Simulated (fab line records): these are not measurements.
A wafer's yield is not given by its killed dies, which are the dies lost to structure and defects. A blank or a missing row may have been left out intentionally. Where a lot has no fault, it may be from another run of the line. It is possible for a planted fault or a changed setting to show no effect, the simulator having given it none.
Struck lot and sound lot, side by side | flow sky130 | 16 steps out of a route of 708
Sound: the wafers L371.2, L371.3, L371.6. Wafers L386.1, L386.5, L386.6 were the ones struck. The cause is named last.
For every step that has rows: the tool of each side, followed by ch and its chambers, followed by its first start. Under that, the readings that differ: sound wafers | struck wafers | difference of the means | sigmas: that difference in standard deviations of wafers without a fault.
alike: readings whose means differ by less than 2 such deviations, and words and numbers that are the same on both sides. not compared: withheld readings, readings that some wafer has no value for, bounds like >300 that may hide the same value, and numbers for which the record gives no deviation and whose values overlap.
The two part at a step that has a row with sigmas, a row that says differs or no value, or rows on one side only. Numbers that have no deviation but don't overlap get no sigmas and don't part them. A reading that every wafer of one side lacks parts them only if that side has two wafers or more.

first, 6 steps without rows for these wafers: SKY_METAL5_HMDS_08 (prime time 60 s); SKY_METAL5_COAT_09 (resist thk 1800 nm); SKY_METAL5_SOFTBAKE_10 (time 60 s); SKY_METAL5_EXPOSE_11 (exposes mask MM5, target cd 1600 nm); SKY_METAL5_PEB_12; SKY_METAL5_DEVELOP_13 (develop time 60 s).
SKY_METAL5_DESCUM_14: chemistry O2, time 11 s.
  sound on rie_metal-03 ch 0,1, day 44 21:01; struck on rie_metal-02 ch 0,1, day 48 09:59
  alike: drypump_motor_current_A, oes_product_au
  not compared: rf_hours_counter_h
SKY_METAL5_METAL_ETCH_15: etches the open film in Cl2/BCl3, stops on SiO2, target depth 1260 nm, time 252 s.
  sound on rie_metal-03 ch 0,1, day 44 21:03; struck on rie_metal-02 ch 0,1, day 48 10:01
  alike: drypump_motor_current_A, oes_product_au, throttle_valve_pct
  not compared: rf_hours_counter_h
SKY_METAL5_STRIP_16: strips in O2/N2.
  sound on plasma_asher-02 ch 1, day 44 21:17; struck on plasma_asher-02 ch 0,1, day 48 10:15
  reading             | sound             | struck            | difference | sigmas
  n2_flow_sccm (sccm) | 297.9 299.8 299.6 | 301.8 301.7 300.4 | +2.2       | +2
  alike: drypump_motor_current_A, oes_product_au, strip_time_to_endpoint_s
  not compared: rf_hours_counter_h
then, 3 steps without rows for these wafers: SKY_METAL5_STRIP_17 (strips in post etch residue remover, time 1200 s); SKY_METAL5_CLEAN_18 (cleans in IPA, time 180 s); SKY_METAL5_CLEAN_19 (cleans in O3/DIW).
SKY_PASSIVATION_CVD_00: deposits SiO2, target thk 90 nm.
  sound on pecvd-03 ch 0,1,2, day 44 21:53; struck on pecvd-03 ch 0,1, day 48 10:51
  alike: heater_power_w
SKY_PASSIVATION_THK_MEAS_01:
  sound on film_metro-01 at day 44 21:55; struck on film_metro-04 at day 48 10:52
  reading                     | sound          | struck         | difference | sigmas
  PASSIVATION_CVD_00_THK (nm) | 89.7 88.9 91.0 | 77.1 79.0 78.4 | -11.7      | -9
SKY_PASSIVATION_CVD_02: deposits Si3N4, target thk 540 nm.
  sound on pecvd-02 ch 1,2, day 44 21:58; struck on pecvd-02 ch 0,1, day 48 10:56
  alike: heater_power_w
SKY_PAD_OPEN_PROBE_99:
  the record has rows for the sound wafers here (prober-02, day 46 18:25) and none for the struck ones

## WHERE THEY PART
At SKY_METAL5_STRIP_16 first; at SKY_PAD_OPEN_PROBE_99 last (within this record only).

WHY: what the simulator had put in
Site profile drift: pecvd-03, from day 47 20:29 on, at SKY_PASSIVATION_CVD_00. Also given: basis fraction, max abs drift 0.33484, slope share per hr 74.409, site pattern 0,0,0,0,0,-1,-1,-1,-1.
